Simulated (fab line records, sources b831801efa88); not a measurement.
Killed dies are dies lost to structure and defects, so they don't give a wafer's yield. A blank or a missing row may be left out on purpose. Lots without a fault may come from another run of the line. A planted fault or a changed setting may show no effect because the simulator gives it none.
Split-lot experiment | flow sfq_line | 5 lots, 23 wafers read, on a route of 325 steps

THE SPLIT
At SFQ_TRILAYER_M4_LITHO_PEB_096 (peb time 60 s), the setting peb_time_s was moved away from the recipe's 60 s on 8 of the 23 wafers read, by -13.4% to +4.2%. The other wafers ran this setting at the recipe's value.

FROM THE SPLIT TO THE READING: what the file shows between them, 2 steps
- SFQ_TRILAYER_M4_LITHO_DEVELOP_095: time 60 s
- SFQ_TRILAYER_M4_BARC_OPEN_METAL_ETCH_123: etches BARC in O2, target depth 125 nm, time 41.7 s

THE READING
M4.cd_nm (the simulator's own value, which no gauge read), in nm, at SFQ_TRILAYER_M4_ETCH_METAL_ETCH_096 (etches Nb in Cl2/Ar, stops on SiO2, target depth 240 nm, time 120 s). The file gives no usual value for it. The 15 wafers here that ran the recipe average 499.3 nm, standard deviation 2.7 nm.

wafer  | tool, chamber at the split | peb_time_s as run, s | against the recipe | M4.cd_nm, nm | against lot-mates on the recipe
L074.2 | litho_track-03, 0          | 60                   | recipe             | 495.9        | -
L074.4 | litho_track-03, 0          | 60                   | recipe             | 494.8        | -
L074.6 | litho_track-03, 0          | 60                   | recipe             | 495.8        | -
L075.1 | litho_track-01, 0          | 60                   | recipe             | 497.2        | -
L075.2 | litho_track-01, 0          | 51.93                | -13.4%             | 523.7        | +23.7
L075.4 | litho_track-01, 0          | 51.93                | -13.4%             | 522.5        | +22.5
L075.5 | litho_track-01, 0          | 60                   | recipe             | 502.9        | -
L075.6 | litho_track-01, 0          | 51.93                | -13.4%             | 518.5        | +18.5
L078.1 | litho_track-03, 0          | 60                   | recipe             | 498.7        | -
L078.3 | litho_track-03, 0          | 60                   | recipe             | 501.1        | -
L078.4 | litho_track-03, 0          | 60                   | recipe             | 498.7        | -
L078.5 | litho_track-03, 0          | 60                   | recipe             | 502.1        | -
L078.6 | litho_track-03, 0          | 60                   | recipe             | 499.1        | -
L083.1 | litho_track-03, 0          | 60                   | recipe             | 498.7        | -
L083.2 | litho_track-03, 0          | 62.54                | +4.2%              | 493.6        | -4.4
L083.4 | litho_track-03, 0          | 60                   | recipe             | 497.4        | -
L083.5 | litho_track-03, 0          | 62.54                | +4.2%              | 492.6        | -5.4
L083.6 | litho_track-03, 0          | 62.54                | +4.2%              | 492.1        | -5.9
L085.1 | litho_track-03, 0          | 60                   | recipe             | 502.9        | -
L085.2 | litho_track-03, 0          | 60                   | recipe             | 500.4        | -
L085.3 | litho_track-03, 0          | 55.13                | -8.1%              | 513.8        | +11.4
L085.4 | litho_track-03, 0          | 55.13                | -8.1%              | 512.1        | +9.7
L085.6 | litho_track-03, 0          | 60                   | recipe             | 503.8        | -

THE FIT
A straight line over all 23 wafers: M4.cd_nm changes by -1.65 nm for each +1% of peb_time_s; r = -0.96; the points scatter about the line by 2.5 nm.
The same after taking each lot's own level away (the mean of its wafers on the recipe; 23 wafers): -1.51 nm for each +1%; r = -0.98; scatter 1.8 nm.
On that fit, the largest move of peb_time_s shifts the reading by 20 nm.
The lots' own levels span 495.50 to 502.37 nm, that is 2.5 times the standard deviation above.
So the lot-to-lot level changes the slope little: the two slopes agree.
Check: with one of the wafers moved furthest among these (-13.4%) left out of the fit, the line predicts +19.4 nm for it against its lot-mates. It came out at +23.7 nm against them.

OTHER SPLITS ON THESE WAFERS
These wafers also went through other splits before the reading. Each is held against what the fit with the lots' levels taken away leaves over:
other split on the same wafers                 | wafers away from the commonest value | r with M4.cd_nm (lot level and that fit taken away)
SFQ_TRILAYER_I3_VIA_ETCH_VIA_ETCH_088 source_w | 2                                    | +0.00
SFQ_TRILAYER_M4_DEP_SPUTTER_091 power_w        | 10                                   | +0.23

THE WHOLE CHAIN: every reading that the file lists as answering this split, in the file's order
step                                     | what it does                                                        | reading                                                   | change (the file's fit)              | r (the file's)
SFQ_TRILAYER_M4_BARC_OPEN_METAL_ETCH_123 | etches BARC in O2, target depth 125 nm, time 41.7 s                 | M4.cd_nm (the simulator's own value, which no gauge read) | -1.45 nm for each +1% of the setting | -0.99
SFQ_TRILAYER_M4_ETCH_METAL_ETCH_096      | etches Nb in Cl2/Ar, stops on SiO2, target depth 240 nm, time 120 s | M4.cd_nm (the simulator's own value, which no gauge read) | -1.5 nm for each +1% of the setting  | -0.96

THE FILE'S OWN FIT
M4.cd_nm changes by -1.5 nm for each +1% of peb_time_s, r = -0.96.
